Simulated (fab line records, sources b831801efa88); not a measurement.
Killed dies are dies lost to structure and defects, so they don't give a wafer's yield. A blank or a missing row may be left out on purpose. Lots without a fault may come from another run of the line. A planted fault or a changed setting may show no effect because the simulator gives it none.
A struck lot beside a sound one | flow sky130 | 15 steps out of a route of 708
Sound: wafers L649.1, L649.2, L649.3. Struck: wafers L663.2, L663.3, L663.4. The cause comes at the end.
At each step with rows: each side's tool, then ch and its chambers, then its first start. Under that, the readings that differ: sound wafers | struck wafers | difference of the means | sigmas: that difference in standard deviations of wafers without a fault.
alike: readings whose means differ by less than 2 such deviations, and words and numbers that are the same on both sides. not compared: withheld readings, readings that some wafer has no value for, bounds like >300 that may hide the same value, and numbers for which the record gives no deviation and whose values overlap.
The two part at a step that has a row with sigmas, a row that says differs or no value, or rows on one side only. Numbers that don't overlap but have no deviation are shown without sigmas and don't part them. A reading that every wafer of one side lacks parts them only if that side has two wafers or more.

first, 7 steps without rows for these wafers: SKY_VT_ADJUST_PCH_DEHYDRATE_00 (time 60 s); SKY_VT_ADJUST_PCH_HMDS_01 (prime time 60 s); SKY_VT_ADJUST_PCH_COAT_02 (resist thk 3000 nm); SKY_VT_ADJUST_PCH_SOFTBAKE_03; SKY_VT_ADJUST_PCH_EXPOSE_04 (exposes mask NWM, target cd 840 nm); SKY_VT_ADJUST_PCH_PEB_05; SKY_VT_ADJUST_PCH_DEVELOP_06 (develop time 60 s).
SKY_VT_ADJUST_PCH_OVL_MEAS_07:
  sound on overlay-02, day 10 18:46; struck on overlay-01, day 15 07:34
  alike: VT_ADJUST_PCH_OVL
then, 1 step without rows for these wafers: SKY_VT_ADJUST_PCH_IMPLANT_08.
SKY_VT_ADJUST_PCH_STRIP_09: strips in O2/N2.
  sound on plasma_asher-01 ch 0,1, day 10 18:57; struck on plasma_asher-04 ch 0,1, day 15 07:44
  alike: drypump_motor_current_A, oes_product_au, strip_time_to_endpoint_s
  not compared: rf_hours_counter_h
SKY_VT_ADJUST_PCH_TW_MEAS_10:
  sound on film_metro-01, day 10 19:03; struck on film_metro-01, day 15 07:51
  alike: VT_ADJUST_PCH_TW
then, 1 step without rows for these wafers: SKY_SONOS_TUNNEL_DEHYDRATE_00 (time 60 s).
SKY_SONOS_TUNNEL_HMDS_01: prime time 60 s.
  sound on litho_track-04 ch 0, day 11 05:46; struck on litho_track-03 ch 0, day 15 21:07
  reading          | sound                | struck               | difference | sigmas
  prime_temp_c (C) | 119.82 120.05 119.88 | 116.95 117.04 116.87 | -2.96      | -25
then, 1 step without rows for these wafers: SKY_SONOS_TUNNEL_COAT_02 (resist thk 1140 nm).
SKY_PAD_OPEN_PROBE_99:
  the record has rows for the sound wafers here (prober-01, day 46 06:12) and none for the struck ones

WHERE THEY PART
First at SKY_SONOS_TUNNEL_HMDS_01; last, within this record, at SKY_PAD_OPEN_PROBE_99.

WHY: what the simulator had put in
Process parameter drift: litho_track-03, from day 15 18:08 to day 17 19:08, at SKY_SONOS_TUNNEL_HMDS_01. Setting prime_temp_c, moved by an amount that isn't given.
